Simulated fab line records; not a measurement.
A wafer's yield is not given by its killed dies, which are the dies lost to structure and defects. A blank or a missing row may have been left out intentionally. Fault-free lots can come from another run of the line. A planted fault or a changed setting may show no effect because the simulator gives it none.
Which of the tools did it? + flow sky130 + 39 wafers from 13 lots sampled at 5 of the route's 708 steps

WHAT THE GAUGES READ, wafer by wafer
SKY_FIELD_ISO_THK_MEAS_04. Usual: FIELD_ISO_CVD_03_THK 164.6 nm, standard deviation 1.6.
| lot  | measured    | on            | FIELD_ISO_CVD_03_THK (nm) | flag |
|------|-------------|---------------|---------------------------|------|
| L365 | day 1 19:50 | film metro-02 | 167.3 165.7 164.6         |      |
| L366 | day 1 23:30 | film metro-04 | 163.4 163.8 163.3         |      |
| L367 | day 2 05:41 | film metro-04 | 160.3 163.0 160.5         |      |
| L368 | day 2 13:14 | film metro-01 | 161.1 161.4 160.5         |      |
| L369 | day 2 19:17 | film metro-02 | 165.7 166.2 167.5         |      |
| L370 | day 2 22:32 | film metro-01 | 166.1 166.3 167.7         |      |
| L371 | day 3 03:25 | film metro-01 | 165.7 166.0 164.9         |      |
| L373 | day 3 10:57 | film metro-01 | 164.7 162.9 163.2         |      |
| L375 | day 3 20:53 | film metro-02 | 163.4 163.0 164.5         |      |
| L376 | day 4 03:08 | film metro-01 | 166.1 166.4 166.7         |      |
| L377 | day 4 08:22 | film metro-04 | 164.3 163.2 165.3         |      |
| L378 | day 4 13:01 | film metro-02 | 163.9 164.1 163.6         |      |
| L381 | day 5 02:40 | film metro-04 | 162.7 161.1 163.0         |      |

SKY_GATE_OXIDE_THK_MEAS_02. Usual: GATE_OXIDE_OXIDATION_00_THK 10.17 nm, standard deviation 0.22.
| lot  | measured     | on            | GATE_OXIDE_OXIDATION_00_THK (nm) | flag |
|------|--------------|---------------|----------------------------------|------|
| L365 | day 13 08:28 | film metro-03 | 10.15 10.17 10.19                |      |
| L366 | day 13 17:08 | film metro-03 | 10.53 10.33 10.42                |      |
| L367 | day 13 20:02 | film metro-03 | 10.26 10.33 10.35                |      |
| L368 | day 14 03:29 | film metro-04 | 10.22 10.17 10.05                |      |
| L369 | day 14 11:15 | film metro-02 | 10.08 10.14 10.17                |      |
| L370 | day 14 19:48 | film metro-02 | 9.99 10.34 10.14                 |      |
| L371 | day 15 05:27 | film metro-04 | 9.91 9.74 9.83                   |      |
| L373 | day 15 15:34 | film metro-02 | 10.18 10.12 10.03                |      |
| L375 | day 16 09:58 | film metro-03 | 10.04 9.90 10.17                 |      |
| L376 | day 17 00:37 | film metro-02 | 9.75 9.88 9.86                   |      |
| L377 | day 17 03:05 | film metro-04 | 16.96 17.27 16.84                | OFF  |
| L378 | day 17 10:28 | film metro-03 | 9.96 9.98 9.92                   |      |
| L381 | day 18 13:49 | film metro-02 | 16.68 16.49 16.36                | OFF  |

SKY_LI_CONTACT_THK_MEAS_01. Usual: LI_CONTACT_HDPCVD_THK 933 nm, standard deviation 12.
| lot  | measured     | on            | LI_CONTACT_HDPCVD_THK (nm) | flag |
|------|--------------|---------------|----------------------------|------|
| L365 | day 28 15:27 | film metro-04 | 932 946 948                |      |
| L366 | day 28 22:58 | film metro-03 | 915 919 930                |      |
| L367 | day 29 01:05 | film metro-04 | 941 933 928                |      |
| L368 | day 29 09:49 | film metro-01 | 938 928 930                |      |
| L369 | day 29 19:17 | film metro-03 | 928 933 930                |      |
| L370 | day 30 03:47 | film metro-03 | 932 932 941                |      |
| L371 | day 30 15:55 | film metro-01 | 947 943 943                |      |
| L373 | day 30 23:40 | film metro-01 | 925 930 924                |      |
| L375 | day 31 15:01 | film metro-04 | 913 924 928                |      |
| L376 | day 32 04:47 | film metro-04 | 930 927 940                |      |
| L377 | day 32 05:40 | film metro-04 | 915 908 919                |      |
| L378 | day 32 15:21 | film metro-03 | 930 925 935                |      |
| L381 | day 33 13:14 | film metro-01 | 945 943 950                |      |

SKY_CONTACT_OVL_MEAS_15. Usual: CONTACT_OVL -4 nm, standard deviation 4.8.
| lot  | measured     | on         | CONTACT_OVL (nm) | flag |
|------|--------------|------------|------------------|------|
| L365 | day 32 05:43 | overlay-01 | 11 8 4           |      |
| L366 | day 32 13:01 | overlay-02 | 7 3 4            |      |
| L367 | day 32 15:04 | overlay-01 | -2 6 -9          |      |
| L368 | day 32 23:42 | overlay-02 | -7 -11 -7        |      |
| L369 | day 33 08:39 | overlay-01 | -3 -1 -4         |      |
| L370 | day 33 17:21 | overlay-01 | 3 -3 7           |      |
| L371 | day 34 04:58 | overlay-02 | -7 -2 3          |      |
| L373 | day 34 12:19 | overlay-02 | -2 1 -2          |      |
| L375 | day 35 02:04 | overlay-01 | 1 -5 -2          |      |
| L376 | day 35 16:04 | overlay-01 | -5 -3 -3         |      |
| L377 | day 35 17:13 | overlay-02 | -4 -9 -6         |      |
| L378 | day 36 01:58 | overlay-01 | -1 -8 -5         |      |
| L381 | day 37 00:04 | overlay-02 | 5 1 -7           |      |

TOOL THAT RAN EACH LOT (tool first, then ch and the chambers of the sampled wafers, then the start)
| lot  | SKY_GATE_OXIDE_OXIDATION_01                                     |
|------|-----------------------------------------------------------------|
| L365 | furnace-01 ch 0, day 13 07:04                                   |
| L366 | furnace-01 ch 0, day 13 15:42                                   |
| L367 | furnace-01 ch 0, day 13 18:38                                   |
| L368 | furnace-01 ch 0, day 14 02:04                                   |
| L369 | furnace-02 ch 0, day 14 09:49                                   |
| L370 | furnace-02 ch 0, day 14 18:22                                   |
| L371 | furnace-02 ch 0, day 15 04:02                                   |
| L373 | furnace-02 ch 0, day 15 14:09                                   |
| L375 | furnace-02 ch 0, day 16 08:34                                   |
| L376 | furnace-02 ch 0, day 16 23:11                                   |
| L377 | furnace-02 ch 0, day 16 23:11 and furnace-01 ch 0, day 17 01:30 |
| L378 | furnace-02 ch 0, day 17 09:04                                   |
| L381 | furnace-02 ch 0, day 18 10:30 and furnace-01 ch 0, day 18 12:24 |
- SKY_GATE_OXIDE_OXIDATION_01: stabilise 600 s, purge 300 s, target thk 10.268 nm.

WHAT THE TOOLS THEMSELVES READ (means of the sampled wafers that have a number; where no wafer has one, the mark that the record gives instead)
SKY_GATE_OXIDE_OXIDATION_01. Usual: spike tc bottom C reads 916.4 C (standard deviation 2.9).
| lot  | tool                  | spike tc bottom C (C) | flag |
|------|-----------------------|-----------------------|------|
| L365 | furnace-01            | 911.6                 |      |
| L366 | furnace-01            | 911.8                 |      |
| L367 | furnace-01            | 912.0                 |      |
| L368 | furnace-01            | 912.5                 |      |
| L369 | furnace-02            | 918.2                 |      |
| L370 | furnace-02            | 919.3                 |      |
| L371 | furnace-02            | 918.4                 |      |
| L373 | furnace-02            | 918.2                 |      |
| L375 | furnace-02            | 917.7                 |      |
| L376 | furnace-02            | 918.6                 |      |
| L377 | furnace-02/furnace-01 | 915.0                 |      |
| L378 | furnace-02            | 918.3                 |      |
| L381 | furnace-02/furnace-01 | 915.4                 |      |

THE ANSWER, worked out from the rows above alone
Rule: a lot counts as off when the mean over its wafers that have a number is more than 3 standard deviations away from the usual mean. A lot without any number at a reading at which 4 lots or more have one is off too. Where the step has rows for the other lots, those lots are counted as sound. First the gauges in route order, then the tools' own readings, where a lot's mean is used as printed above. At the first step where some lot is off, the reading lying furthest off is the one used; lots without a number count as furthest.
Off: L377, L381, seen at SKY_GATE_OXIDE_THK_MEAS_02 (GATE_OXIDE_OXIDATION_00_THK).
A tool fits if, at a process step before that reading, it ran every lot that is off, and no sound lot after the first of them. Gauges at SKY_GATE_OXIDE_THK_MEAS_02: tried the same way as those tools. One candidate fits, namely furnace-01 at SKY_GATE_OXIDE_OXIDATION_01. A fault onset in the window from L368 (day 14 02:04, its last sound lot) to L377 (day 17 01:30, its first lot off) fits.

WHAT THE SIMULATOR HAD INSERTED
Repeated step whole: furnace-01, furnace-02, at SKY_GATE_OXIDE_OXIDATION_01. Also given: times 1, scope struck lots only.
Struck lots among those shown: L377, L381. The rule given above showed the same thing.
